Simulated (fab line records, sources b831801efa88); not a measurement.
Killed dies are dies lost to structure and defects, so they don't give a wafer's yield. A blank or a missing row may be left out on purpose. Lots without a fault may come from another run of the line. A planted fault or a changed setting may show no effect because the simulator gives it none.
fab line records | flow sky130 | part 1 of 2: steps 1 to 25 of 34
record lots=5 wafers=15 last_day=49
route steps=708 shown VIA1@475 METAL2@483 VIA2@507
lots that met no fault: from a run of the same line without faults
start_h: hours from the record's first day to the start of the lot's first wafer shown | wait_h: hours since the lot's step before | " the same as in the row above | L1.1+2: a row that stands for several wafers | - no value, or no start given | * or withheld: withheld | < > ~ a bound
route shown NAME@n: a module of which the file shows steps, and the number in the route of the first | usual: mean/standard deviation of fault-free wafers | same: alike in all rows | chamber/n: place in a boat | sites: the reading at each site | _std_site: their standard deviation | _edge_site: outer sites' mean less inner sites' | radius_mm: how far each site lies from the wafer's centre | mask NAME#n: copy n | behind: the tool/chamber that last shaped the wafer | hold: why the lot was held/for how many hours/how that ended | device: the transistor (n, p or np) that didn't switch | end of line: the same wafers' tests at the end of the route | a step without rows: its recipe alone | killed: dies lost to structure and defects at the first sort, not the wafer's yield | map: a wafer's dies, x killed, . not, _ none there
set.NAME: the setting as run; set.NAME@STEP: as run at that earlier step | model.NAME: the simulator's own value behind a step, which no gauge read
lots at some steps of the route; a table a step, a row a wafer
services: from which hour (start_h, from the record's first day; less than 0 if before it) a tool's chamber was out of use, for how many hours, and why
## steps
# step SKY_VIA1_STRIP_17
# recipe chemistry=post_etch_residue_remover time_s=1200 temp_c=72.5
# columns lot.wafer tool chamber start_h wait_h
L075.1+2+3 wet_bench-01 2 804.53 0.1
L082.1+2+5 wet_bench-01 3 855.87 0.1
L083.3+4+5 wet_bench-04 0 862.12 0.0
L089.2+3+6 wet_bench-01 3 921.60 0.1
L092.2+4+6 wet_bench-02 1 930.95 0.1
# step SKY_VIA1_CLEAN_18
# recipe chemistry=IPA time_s=180 temp_c=25
# columns lot.wafer tool chamber start_h wait_h
L075.1+2+3 wet_bench-04 3 804.87 0.0
L082.1+2+5 wet_bench-04 0 856.24 0.0
L083.3+4+5 wet_bench-02 2 862.46 0.0
L089.2+3+6 wet_bench-02 2 921.98 0.0
L092.2+4+6 wet_bench-04 3 931.33 0.0
# step SKY_VIA1_CLEAN_19
# recipe chemistry=O3/DIW dry=n2_spin
# columns lot.wafer tool chamber start_h wait_h
L075.1+2+3 wet_bench-02 0 804.93 0.0
L082.1+2+5 wet_bench-01 1 856.30 0.0
L083.3+4+5 wet_bench-04 1 862.52 0.0
L089.2+3+6 wet_bench-04 0 922.05 0.0
L092.2+4+6 wet_bench-01 3 931.39 0.0
# step SKY_VIA1_SPUTTER_20
# recipe material=TiN target_thk_nm=20 chamber_pressure_pa=5 power_w=4000 time_s=80
# usual throttle_valve_pct=30.1/1.3
# columns lot.wafer tool chamber start_h wait_h throttle_valve_pct
L075.1 pvd_sputter-04 - 805.02 0.0 31.6
L075.2 " - " " 32.4
L075.3 " - " " 30.1
L082.1 pvd_sputter-04 - 856.40 0.0 28.4
L082.2 " - " " 31.8
L082.5 " - " " 32.3
L083.3 pvd_sputter-04 - 862.61 0.0 32.4
L083.4 " - " " 28.4
L083.5 " - " " 28.5
L089.2 pvd_sputter-01 - 922.14 0.0 28.4
L089.3 " - " " 28.7
L089.6 " - " " 28.2
L092.2 pvd_sputter-04 - 931.49 0.0 30.6
L092.4 " - " " 32.4
L092.6 " - " " 32.8
# step SKY_VIA1_CVD_21
# recipe material=W target_thk_nm=270 time_s=80.902 temp_c=400 pressure_torr=40
# usual heater_power_w=928/86 susceptor_temp_C=400.02/0.23
# columns lot.wafer tool chamber start_h wait_h heater_power_w susceptor_temp_C
L075.1 cvd_w-02 0 805.08 0.0 793 400.09
L075.2 " 1 " " 926 400.30
L075.3 " 1 " " 928 400.05
L082.1 cvd_w-01 0 856.46 0.0 988 399.98
L082.2 " 1 " " 1082 399.95
L082.5 " 1 " " 1071 400.00
L083.3 cvd_w-02 0 862.70 0.1 797 400.14
L083.4 " 1 " " 928 399.98
L083.5 " 1 " " 916 399.96
L089.2 cvd_w-01 0 922.20 0.0 948 400.00
L089.3 " 1 " " 956 400.01
L089.6 " 0 " " 948 399.93
L092.2 cvd_w-02 1 931.55 0.0 946 400.57
L092.4 " 1 " " 911 400.29
L092.6 " 0 " " 790 400.23
# step SKY_VIA1_RS_MEAS_22
# recipe thk_meas_gauge=four-point-probe reads=W_of_VIA1_CVD_21+TiN_of_VIA1_SPUTTER_20
# usual VIA1_W_RS=0.426/0.0036
# columns lot.wafer tool chamber start_h wait_h VIA1_W_RS[ohm/sq]
L075.1 film_metro-01 - 805.18 0.1 0.429
L075.2 " - " " 0.423
L075.3 " - " " 0.420
L082.1 film_metro-02 - 856.55 0.1 0.426
L082.2 " - " " 0.424
L082.5 " - " " 0.426
L083.3 film_metro-03 - 862.81 0.1 0.430
L083.4 " - " " 0.424
L083.5 " - " " 0.427
L089.2 film_metro-03 - 922.32 0.1 0.429
L089.3 " - " " 0.422
L089.6 " - " " 0.428
L092.2 film_metro-03 - 931.66 0.1 0.423
L092.4 " - " " 0.425
L092.6 " - " " 0.423
# step SKY_VIA1_THK_MEAS_23
# recipe thk_meas_gauge=xrf reads=W_of_VIA1_CVD_21
# usual VIA1_W_THK=267.2/2.7
# columns lot.wafer tool chamber start_h wait_h VIA1_W_THK[nm]
L075.1 film_metro-01 - 805.30 0.1 265.4
L075.2 " - " " 268.7
L075.3 " - " " 269.4
L082.1 film_metro-02 - 856.67 0.1 266.4
L082.2 " - " " 265.6
L082.5 " - " " 265.3
L083.3 film_metro-03 - 862.91 0.1 265.1
L083.4 " - " " 268.1
L083.5 " - " " 267.1
L089.2 film_metro-03 - 922.43 0.1 267.2
L089.3 " - " " 269.8
L089.6 " - " " 266.8
L092.2 film_metro-03 - 931.77 0.1 268.7
L092.4 " - " " 267.9
L092.6 " - " " 268.9
# step SKY_VIA1_CMP_24
# recipe stop_on=SiO2 t_overpolish_s=15 down_force_psi=3.5 platen_rpm=60 target_thk_nm=0 pad_velocity_m_s=0.94248
# usual motor_current_A=11.1/1.5 overpolish_run_s=15.001/0.0081 platen_rpm=60.00/0.042 slurry_flow_ml_min=150.1/0.5 time_to_endpoint_s=63.6/2.8
# same t_overpolish_s=15
# columns lot.wafer tool chamber start_h wait_h motor_current_A overpolish_run_s platen_rpm slurry_flow_ml_min time_to_endpoint_s
L075.1 cmp-01 2 805.41 0.1 12.0 15.006 60.04 150.8 65.1
L075.2 " 3 " " 13.6 14.985 60.10 150.3 64.5
L075.3 " 0 " " 11.1 15.007 60.01 149.8 65.9
L082.1 cmp-01 1 856.78 0.1 11.7 15.010 59.98 150.1 61.5
L082.2 " 2 " " 11.6 15.006 60.03 150.1 62.9
L082.5 " 0 " " 11.5 15.001 59.91 149.0 63.0
L083.3 cmp-02 0 863.05 0.1 13.0 15.001 59.98 150.2 58.9
L083.4 " 1 " " 10.0 15.004 60.03 151.3 61.9
L083.5 " 2 " " 8.9 14.988 59.95 150.0 62.8
L089.3 cmp-01 3 922.58 0.1 13.4 14.997 60.05 150.2 67.7
L089.2 " 0 " " 11.2 15.003 59.97 150.6 64.0
L089.6 " 1 " " 11.8 15.009 59.95 150.2 63.5
L092.4 cmp-02 3 931.87 0.1 9.7 14.985 60.03 150.3 63.6
L092.2 " 0 " " 12.0 15.010 60.01 149.4 61.0
L092.6 " 3 " " 9.9 15.010 59.96 150.5 63.7
# step SKY_METAL2_SPUTTER_00
# recipe material=Ti target_thk_nm=15 power_w=3000 time_s=10 chamber_pressure_pa=0.4
# usual throttle_valve_pct=30.1/1.6
# columns lot.wafer tool chamber start_h wait_h throttle_valve_pct
L075.1 pvd_sputter-04 - 805.66 0.2 31.9
L075.2 " - " " 30.4
L075.3 " - " " 32.5
L082.1 pvd_sputter-01 - 857.03 0.2 28.9
L082.2 " - " " 28.4
L082.5 " - " " 31.2
L083.3 pvd_sputter-03 - 863.25 0.1 32.5
L083.4 " - " " 28.4
L083.5 " - " " 31.2
L089.2 pvd_sputter-04 - 922.78 0.1 31.8
L089.3 " - " " 32.4
L089.6 " - " " 32.5
L092.2 pvd_sputter-01 - 932.12 0.1 28.6
L092.4 " - " " 31.1
L092.6 " - " " 31.5
# step SKY_METAL2_SPUTTER_01
# recipe material=TiN target_thk_nm=20 power_w=6500 time_s=16.7 chamber_pressure_pa=0.4
# usual throttle_valve_pct=30.1/1.6
# columns lot.wafer tool chamber start_h wait_h throttle_valve_pct
L075.1 pvd_sputter-04 - 805.68 0.0 32.1
L075.2 " - " " 30.5
L075.3 " - " " 32.4
L082.1 pvd_sputter-01 - 857.05 0.0 28.9
L082.2 " - " " 28.4
L082.5 " - " " 31.0
L083.3 pvd_sputter-03 - 863.27 0.0 32.4
L083.4 " - " " 28.4
L083.5 " - " " 31.1
L089.2 pvd_sputter-04 - 922.80 0.0 31.5
L089.3 " - " " 32.4
L089.6 " - " " 32.6
L092.2 pvd_sputter-01 - 932.14 0.0 28.5
L092.4 " - " " 31.4
L092.6 " - " " 31.1
# step SKY_METAL2_SPUTTER_02
# recipe material=AlCu target_thk_nm=250 power_w=10600 time_s=13.3 chamber_pressure_pa=0.4
# usual throttle_valve_pct=30.1/1.6
# columns lot.wafer tool chamber start_h wait_h throttle_valve_pct
L075.1 pvd_sputter-04 - 805.70 0.0 31.8
L075.2 " - " " 30.4
L075.3 " - " " 32.6
L082.1 pvd_sputter-01 - 857.08 0.0 29.2
L082.2 " - " " 28.5
L082.5 " - " " 31.3
L083.3 pvd_sputter-03 - 863.29 0.0 32.6
L083.4 " - " " 28.2
L083.5 " - " " 31.0
L089.2 pvd_sputter-04 - 922.83 0.0 31.8
L089.3 " - " " 32.6
L089.6 " - " " 32.5
L092.2 pvd_sputter-01 - 932.17 0.0 28.7
L092.4 " - " " 30.8
L092.6 " - " " 31.3
# step SKY_METAL2_SPUTTER_03
# recipe material=Ti target_thk_nm=5 power_w=3000 time_s=3.3 chamber_pressure_pa=0.4
# usual throttle_valve_pct=30.1/1.5
# columns lot.wafer tool chamber start_h wait_h throttle_valve_pct
L075.1 pvd_sputter-04 - 805.73 0.0 31.6
L075.2 " - " " 30.5
L075.3 " - " " 32.2
L082.1 pvd_sputter-01 - 857.10 0.0 29.1
L082.2 " - " " 28.6
L082.5 " - " " 31.3
L083.3 pvd_sputter-03 - 863.32 0.0 32.3
L083.4 " - " " 28.6
L083.5 " - " " 30.8
L089.2 pvd_sputter-04 - 922.85 0.0 31.5
L089.3 " - " " 32.5
L089.6 " - " " 32.7
L092.2 pvd_sputter-01 - 932.19 0.0 28.2
L092.4 " - " " 31.3
L092.6 " - " " 31.2
# step SKY_METAL2_SPUTTER_04
# recipe material=TiN target_thk_nm=70 power_w=6500 time_s=58.3 chamber_pressure_pa=0.4
# usual throttle_valve_pct=30.1/1.6
# columns lot.wafer tool chamber start_h wait_h throttle_valve_pct
L075.1 pvd_sputter-04 - 805.75 0.0 32.0
L075.2 " - " " 30.3
L075.3 " - " " 32.4
L082.1 pvd_sputter-01 - 857.12 0.0 29.2
L082.2 " - " " 28.5
L082.5 " - " " 31.1
L083.3 pvd_sputter-03 - 863.34 0.0 32.4
L083.4 " - " " 28.4
L083.5 " - " " 31.1
L089.2 pvd_sputter-04 - 922.87 0.0 31.6
L089.3 " - " " 32.9
L089.6 " - " " 32.6
L092.2 pvd_sputter-01 - 932.21 0.0 28.6
L092.4 " - " " 31.2
L092.6 " - " " 31.4
# step SKY_METAL2_RS_MEAS_05
# recipe thk_meas_gauge=four-point-probe reads=TiN_of_METAL2_SPUTTER_04+Ti_of_METAL2_SPUTTER_03+AlCu_of_METAL2_SPUTTER_02+TiN_of_METAL2_SPUTTER_01+Ti_of_METAL2_SPUTTER_00
# usual METAL2_ALCU_RS=0.1272/0.0012
# columns lot.wafer tool chamber start_h wait_h METAL2_ALCU_RS[ohm/sq]
L075.1 film_metro-02 - 805.80 0.0 0.1289
L075.2 " - " " 0.1296
L075.3 " - " " 0.1299
L082.1 film_metro-04 - 857.17 0.0 0.1272
L082.2 " - " " 0.1262
L082.5 " - " " 0.1250
L083.3 film_metro-03 - 863.43 0.1 0.1275
L083.4 " - " " 0.1269
L083.5 " - " " 0.1259
L089.2 film_metro-02 - 922.94 0.0 0.1277
L089.3 " - " " 0.1274
L089.6 " - " " 0.1268
L092.2 film_metro-02 - 932.28 0.0 0.1244
L092.4 " - " " 0.1238
L092.6 " - " " 0.1239
# step SKY_METAL2_THK_MEAS_06
# recipe thk_meas_gauge=xrf reads=AlCu_of_METAL2_SPUTTER_02
# usual METAL2_ALCU_THK=246.5/2.7
# columns lot.wafer tool chamber start_h wait_h METAL2_ALCU_THK[nm]
L075.1 film_metro-02 - 805.92 0.1 242.3
L075.2 " - " " 240.0
L075.3 " - " " 239.9
L082.1 film_metro-04 - 857.29 0.1 247.4
L082.2 " - " " 248.3
L082.5 " - " " 249.8
L083.3 film_metro-03 - 863.53 0.1 247.7
L083.4 " - " " 249.8
L083.5 " - " " 251.5
L089.2 film_metro-02 - 923.05 0.1 245.0
L089.3 " - " " 244.1
L089.6 " - " " 247.0
L092.2 film_metro-02 - 932.39 0.1 251.6
L092.4 " - " " 252.3
L092.6 " - " " 252.9
# step SKY_METAL2_DEHYDRATE_07
# recipe temp_c=200 time_s=60
# usual chill_plate_temp_C=23.01/0.1 exhaust_pa=45.1/0.97
# columns lot.wafer tool chamber start_h wait_h chill_plate_temp_C exhaust_pa
L075.1 litho_track-03 0 818.47 12.5 22.68 44.6
L075.2 " 0 " " 22.86 45.2
L075.3 " 0 " " 22.98 45.2
L082.1 litho_track-03 0 869.52 12.2 22.96 44.2
L082.2 " 0 " " 22.99 45.2
L082.5 " 0 " " 23.13 45.5
L083.3 litho_track-01 0 875.96 12.4 23.06 44.4
L083.4 " 0 " " 22.95 43.2
L083.5 " 0 " " 23.13 46.1
L089.2 litho_track-04 0 934.67 11.6 22.93 43.5
L089.3 " 0 " " 23.07 45.9
L089.6 " 0 " " 23.07 44.5
L092.2 litho_track-01 0 944.43 12.0 22.90 44.3
L092.4 " 0 " " 23.03 44.8
L092.6 " 0 " " 22.91 45.0
# step SKY_METAL2_HMDS_08
# recipe prime_time_s=60 prime_temp_c=120
# usual chill_plate_temp_C=22.98/0.12 exhaust_pa=45.2/0.85
# columns lot.wafer tool chamber start_h wait_h chill_plate_temp_C exhaust_pa
L075.1 litho_track-03 0 818.62 0.1 23.14 44.4
L075.2 " 0 " " 23.25 45.0
L075.3 " 0 " " 23.14 45.9
L082.1 litho_track-03 0 869.67 0.1 22.84 44.8
L082.2 " 0 " " 23.00 45.0
L082.5 " 0 " " 22.91 45.7
L083.3 litho_track-01 0 876.11 0.1 22.91 44.5
L083.4 " 0 " " 22.97 46.6
L083.5 " 0 " " 22.97 46.0
L089.2 litho_track-04 0 934.82 0.1 22.97 46.1
L089.3 " 0 " " 22.88 46.2
L089.6 " 0 " " 23.04 46.9
L092.2 litho_track-01 0 944.58 0.1 22.84 45.3
L092.4 " 0 " " 22.90 45.6
L092.6 " 0 " " 22.91 45.7
# step SKY_METAL2_COAT_09
# recipe resist=BARC temp_c=withheld time_s=withheld spin_rpm=3000 resist_thk_nm=60
# usual chill_plate_temp_C=* dispense_pressure_kPa=49/3.1 exhaust_pa=45.0/0.98
# columns lot.wafer tool chamber start_h wait_h chill_plate_temp_C dispense_pressure_kPa exhaust_pa
L075.1 litho_track-03 0 818.77 0.1 * 53 44.7
L075.2 " 0 " " * 53 42.8
L075.3 " 0 " " * 53 45.0
L082.1 litho_track-03 0 869.82 0.1 * 53 43.9
L082.2 " 0 " " * 53 43.0
L082.5 " 0 " " * 53 44.8
L083.3 litho_track-01 0 876.26 0.1 * 47 46.0
L083.4 " 0 " " * 47 45.2
L083.5 " 0 " " * 47 46.3
L089.2 litho_track-04 0 934.97 0.1 * 45 43.8
L089.3 " 0 " " * 45 44.3
L089.6 " 0 " " * 45 45.4
L092.2 litho_track-01 0 944.73 0.1 * 48 44.7
L092.4 " 0 " " * 47 46.1
L092.6 " 0 " " * 48 45.3
# step SKY_METAL2_COAT_10
# recipe resist=KrF-thick spin_rpm=3000 resist_thk_nm=450
# usual chill_plate_temp_C=23.00/0.11 dispense_pressure_kPa=49/3.1 exhaust_pa=45.0/0.9
# columns lot.wafer tool chamber start_h wait_h chill_plate_temp_C dispense_pressure_kPa exhaust_pa
L075.1 litho_track-03 0 - - 23.06 53 45.2
L075.2 " 0 " " 23.12 53 45.8
L075.3 " 0 " " 22.98 53 45.2
L082.1 litho_track-03 0 - - 23.00 53 44.8
L082.2 " 0 " " 23.12 53 44.5
L082.5 " 0 " " 23.10 53 44.3
L083.3 litho_track-01 0 - - 22.97 48 45.0
L083.4 " 0 " " 22.97 48 44.3
L083.5 " 0 " " 22.88 48 45.2
L089.2 litho_track-04 0 - - 22.95 45 44.0
L089.3 " 0 " " 22.86 45 44.8
L089.6 " 0 " " 22.82 45 44.5
L092.2 litho_track-01 0 - - 23.12 48 45.8
L092.4 " 0 " " 22.95 47 45.9
L092.6 " 0 " " 22.94 48 46.2
# step SKY_METAL2_SOFTBAKE_11
# recipe temp_c=100 time_s=90 resist=KrF-thick
# usual chill_plate_temp_C=23.02/0.099 exhaust_pa=45.0/0.88
# columns lot.wafer tool chamber start_h wait_h chill_plate_temp_C exhaust_pa
L075.1 litho_track-03 0 - - 22.91 44.7
L075.2 " 0 " " 23.00 44.1
L075.3 " 0 " " 23.07 45.8
L082.1 litho_track-03 0 - - 23.03 43.9
L082.2 " 0 " " 23.04 45.5
L082.5 " 0 " " 23.14 43.2
L083.3 litho_track-01 0 - - 22.79 45.0
L083.4 " 0 " " 22.90 44.7
L083.5 " 0 " " 22.91 45.5
L089.2 litho_track-04 0 - - 23.00 44.3
L089.3 " 0 " " 22.98 43.4
L089.6 " 0 " " 23.09 43.3
L092.2 litho_track-01 0 - - 22.90 44.2
L092.4 " 0 " " 23.15 46.4
L092.6 " 0 " " 22.98 44.3
# step SKY_METAL2_EXPOSE_12
# recipe mask_id=MM2 na=0.8 source_shape=annular sigma_inner=0.55 sigma_outer=0.85 target_cd_nm=140 dose_mj=28
# columns lot.wafer tool chamber start_h wait_h mask
L075.1+2+3 krf_scanner-02 0 - - MM2#0
L082.1+2+5 krf_scanner-01 0 - - MM2#0
L083.3+4+5 krf_scanner-01 0 - - MM2#0
L089.2+3+6 krf_scanner-02 0 - - MM2#0
L092.2+4+6 krf_scanner-01 0 - - MM2#0
# step SKY_METAL2_PEB_13
# recipe peb_temp_c=withheld peb_time_s=withheld resist=KrF-thick
# usual chill_plate_temp_C=* exhaust_pa=44.8/0.85
# columns lot.wafer tool chamber start_h wait_h chill_plate_temp_C exhaust_pa
L075.1 litho_track-04 0 - - * 44.2
L075.2 " 0 " " * 43.6
L075.3 " 0 " " * 44.1
L082.1 litho_track-04 0 - - * 44.2
L082.2 " 0 " " * 45.5
L082.5 " 0 " " * 45.8
L083.3 litho_track-03 0 - - * 46.6
L083.4 " 0 " " * 45.0
L083.5 " 0 " " * 45.2
L089.2 litho_track-04 0 - - * 43.5
L089.3 " 0 " " * 45.7
L089.6 " 0 " " * 45.4
L092.2 litho_track-03 0 - - * 44.4
L092.4 " 0 " " * 44.8
L092.6 " 0 " " * 43.7
# step SKY_METAL2_DEVELOP_14
# recipe develop_time_s=60 resist=KrF-thick dev_temp_c=21
# usual chill_plate_temp_C=22.97/0.1 exhaust_pa=45.1/0.81
# columns lot.wafer tool chamber start_h wait_h chill_plate_temp_C exhaust_pa
L075.1 litho_track-04 0 - - 23.10 44.9
L075.2 " 0 " " 22.91 44.8
L075.3 " 0 " " 22.93 46.0
L082.1 litho_track-04 0 - - 23.17 44.6
L082.2 " 0 " " 23.04 45.1
L082.5 " 0 " " 22.95 46.0
L083.3 litho_track-03 0 - - 23.07 45.2
L083.4 " 0 " " 23.12 45.3
L083.5 " 0 " " 23.01 44.2
L089.2 litho_track-04 0 - - 22.87 44.6
L089.3 " 0 " " 22.81 42.6
L089.6 " 0 " " 22.94 43.6
L092.2 litho_track-03 0 - - 23.05 44.6
L092.4 " 0 " " 23.04 45.6
L092.6 " 0 " " 23.07 44.9
# step SKY_METAL2_CD_MEAS_15
# recipe target_cd_nm=140
# usual cd_nm=140.3/1.4
# columns lot.wafer tool chamber start_h wait_h cd_nm
L075.1 cd_sem-02 - 832.44 - 140.5
L075.2 " - " " 140.6
L075.3 " - " " 140.7
L082.1 cd_sem-02 - 882.74 - 140.7
L082.2 " - " " 140.6
L082.5 " - " " 141.7
L083.3 cd_sem-01 - 889.76 - 142.4
L083.4 " - " " 141.6
L083.5 " - " " 141.5
L089.2 cd_sem-01 - 947.96 - 141.4
L089.3 " - " " 139.5
L089.6 " - " " 141.1
L092.2 cd_sem-01 - 957.19 - 138.9
L092.4 " - " " 137.1
L092.6 " - " " 138.0
# step SKY_METAL2_OVL_MEAS_16
# usual METAL2_OVL=1/5.3
# columns lot.wafer tool chamber start_h wait_h METAL2_OVL[nm]
L075.1 overlay-02 - 832.56 0.1 7
L075.2 " - " " 5
L075.3 " - " " 9
L082.1 overlay-02 - 882.86 0.1 1
L082.2 " - " " 4
L082.5 " - " " 6
L083.3 overlay-01 - 889.85 0.1 7
L083.4 " - " " 9
L083.5 " - " " 9
L089.2 overlay-01 - 948.07 0.1 -8
L089.3 " - " " -1
L089.6 " - " " 0
L092.2 overlay-02 - 957.30 0.1 2
L092.4 " - " " -4
L092.6 " - " " 4
